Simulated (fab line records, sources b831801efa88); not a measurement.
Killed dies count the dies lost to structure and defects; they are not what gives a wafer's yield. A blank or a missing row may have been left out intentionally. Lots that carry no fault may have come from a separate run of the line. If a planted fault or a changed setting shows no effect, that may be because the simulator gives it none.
Comparing a struck lot with a sound one -- flow sky130 -- 15 steps out of a route of 708
Sound: wafers L354.2, L354.3, L354.5. Struck: wafer L369.1. (L369.2, L369.5 of the same lot were not struck and are left out.) The cause comes at the end.
At each step with rows: each side's tool, then ch and its chambers, then its first start. Under that, the readings that differ: sound wafers -- struck wafers -- difference of the means -- sigmas: that difference in standard deviations of wafers without a fault.
alike: readings with means less than 2 such deviations apart, plus words and numbers identical on both sides. not compared: withheld readings, readings lacking a value on some wafer, bounds such as >300 that could conceal the same value, and numbers that have no deviation in the record and whose values overlap.
A row with sigmas, a row that says differs or no value, or rows on one side alone: a step with any of these is where the two part. Numbers that have no deviation but don't overlap get no sigmas and don't part them. Lack of a reading on every wafer of one side parts them only where that side has two or more wafers.

first, 8 steps without rows for these wafers: SKY_FIELD_ISO_DEHYDRATE_05 (time 60 s); SKY_FIELD_ISO_HMDS_06 (prime time 60 s); SKY_FIELD_ISO_COAT_07 (resist thk 60 nm); SKY_FIELD_ISO_COAT_08 (resist thk 450 nm); SKY_FIELD_ISO_SOFTBAKE_09 (time 90 s); SKY_FIELD_ISO_EXPOSE_10 (exposes mask FOM, target cd 150 nm); SKY_FIELD_ISO_PEB_11; SKY_FIELD_ISO_DEVELOP_12 (develop time 60 s).
SKY_FIELD_ISO_CD_MEAS_13: the cd target is 150 nm.
  sound on cd_sem-02 at day 2 10:07; struck on cd_sem-01 at day 5 18:26
reading,sound,struck,difference,sigmas
cd_nm (nm),153.3 150.6 150.7,147.4,-4.1,-2
SKY_FIELD_ISO_ETCH_14: etches BARC in N2/H2, stops on SiO2, time 45.9 s, target depth 60 nm.
  sound on rie_diel-03 ch 1,3, day 2 10:13; struck on rie_diel-04 ch 0, day 5 18:34
  alike: drypump_motor_current_A, oes_product_au, run_length_s, throttle_valve_pct
  not compared: rf_hours_counter_h
SKY_FIELD_ISO_ETCH_15: etches the open film in CHF3/O2, stops on Si, target depth 180 nm, time 72 s.
  sound on rie_diel-03 ch 1,3, day 2 10:16; struck on rie_diel-04 ch 0, day 5 18:36
  alike: drypump_motor_current_A, oes_product_au, run_length_s, throttle_valve_pct
  not compared: rf_hours_counter_h
SKY_FIELD_ISO_STRIP_16: strips in O2/N2.
  sound on plasma_asher-02 ch 0,1, day 2 10:19; struck on plasma_asher-02 ch 1, day 5 18:40
  alike: drypump_motor_current_A, oes_product_au, strip_time_to_endpoint_s
  not compared: rf_hours_counter_h
SKY_FIELD_ISO_ETCH_17: etches Si in HBr/Cl2/O2, target depth 342 nm, time 97.7 s.
  sound on rie_si-01 ch 0,3, day 2 10:25; struck on rie_si-02 ch 1, day 5 18:46
reading,sound,struck,difference,sigmas
run_length_s (s),125.6 125.7 125.7,128.7,+3.0,+8
  alike: drypump_motor_current_A, mfc_cl2_sccm, oes_product_au, throttle_valve_pct
  not compared: rf_hours_counter_h
then, 1 step without rows for these wafers: SKY_FIELD_ISO_WET_ETCH_18 (etches Si3N4 in H3PO4, target depth 25 nm, time 286 s).
-- record jumps: 44 days separate the struck wafers' starts on either side; left off in module FIELD_ISO, taken up again in module PAD_OPEN, whose first shown step is the route's number 708 --
SKY_PAD_OPEN_PROBE_99:
  sound on prober-01 at day 46 02:57; struck on prober-02 at day 49 23:22
  alike: killed_at_M0_to_M3, killed_at_M4_up, killed_at_contacts, killed_at_front_end, killed_at_other, killed_dies, killed_open, killed_short

## WHERE THEY PART
First at SKY_FIELD_ISO_CD_MEAS_13; last, within this record, at SKY_FIELD_ISO_ETCH_17. Later steps at which nothing parts them and some readings are alike: SKY_PAD_OPEN_PROBE_99.

WHY: the cause the simulator had injected
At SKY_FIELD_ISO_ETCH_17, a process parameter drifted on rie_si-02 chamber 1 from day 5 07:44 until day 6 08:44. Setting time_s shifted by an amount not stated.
